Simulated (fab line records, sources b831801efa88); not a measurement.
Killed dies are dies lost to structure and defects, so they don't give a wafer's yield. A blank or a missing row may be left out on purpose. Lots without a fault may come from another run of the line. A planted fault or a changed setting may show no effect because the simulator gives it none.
One fault seen from 2 desks | flow sky130 | each desk has only its own numbers; what lay behind them comes last

THE METROLOGY DESK
What the gauges read, lot by lot, whatever tool the lot ran on: means of the sampled wafers that have a number. A lot is out of limits, marked OUT, if its mean lies more than 4 standard deviations from the usual mean; the brackets give that distance.
Columns: A = VIA3_OVL at SKY_VIA3_OVL_MEAS_13, usual 1 nm
lot  | first seen here | A
L267 | day 40 07:57    | 0
L268 | day 40 21:12    | -5
L269 | day 41 12:25    | 3
L271 | day 41 21:46    | -2
L277 | day 43 06:41    | 5
L279 | day 43 19:37    | 2
L283 | day 45 02:10    | 7
L284 | day 45 08:56    | 1
L285 | day 45 09:19    | 2
L286 | day 45 17:47    | -2
L287 | day 45 20:13    | 3
L288 | day 45 23:41    | -8
This desk's finding: nothing out of limits on any of the 12 lots.

THE TOOL OWNER'S DESK: litho_track-02
The tool's own readings at SKY_VIA3_SOFTBAKE_08 (time 90 s): means of the sampled wafers that have a number, for each lot that ran on this tool. A lot is out of limits, marked OUT, if its mean lies more than 4 standard deviations from the usual mean; the brackets give that distance.
Columns: A = heater_power_total_W at SKY_VIA3_SOFTBAKE_08, usual 57.36 W; B = plate_temp_C at SKY_VIA3_SOFTBAKE_08, usual 99.99 C; C = resist_line_temp_C at SKY_VIA3_SOFTBAKE_08, usual 23.00 C; D = run_length_s at SKY_VIA3_SOFTBAKE_08, usual 119.05 s
lot  | first seen here | A               | B      | C     | D
L269 | day 40 23:00    | 57.25           | 100.02 | 22.80 | 118.87
L277 | day 42 19:00    | 58.85 (+14) OUT | -      | 23.11 | 112.33 (-32) OUT
L279 | day 43 07:00    | 58.86 (+14) OUT | -      | 23.06 | 112.28 (-32) OUT
This desk's finding: out of limits on L277, L279; first on L277, day 42 19:00 (heater_power_total_W at SKY_VIA3_SOFTBAKE_08). In limits: L269.

PUT TOGETHER
The tool owner's desk could have raised an alarm at day 42 19:00, on L277, L279.
The metrology desk saw nothing out of limits.
The metrology desk has L277, L279 on record, within its limits.
Of the lots named, all ran SKY_VIA3_SOFTBAKE_08 on litho_track-02.

WHAT THE SIMULATOR HAD PUT IN
Process parameter drift: litho_track-02, from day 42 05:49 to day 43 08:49, at SKY_VIA3_SOFTBAKE_08. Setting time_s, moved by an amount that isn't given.
Lots struck among those shown: L277, L279.
Hours from the fault's start to each desk's first reading out of limits: the tool owner's desk, 13.
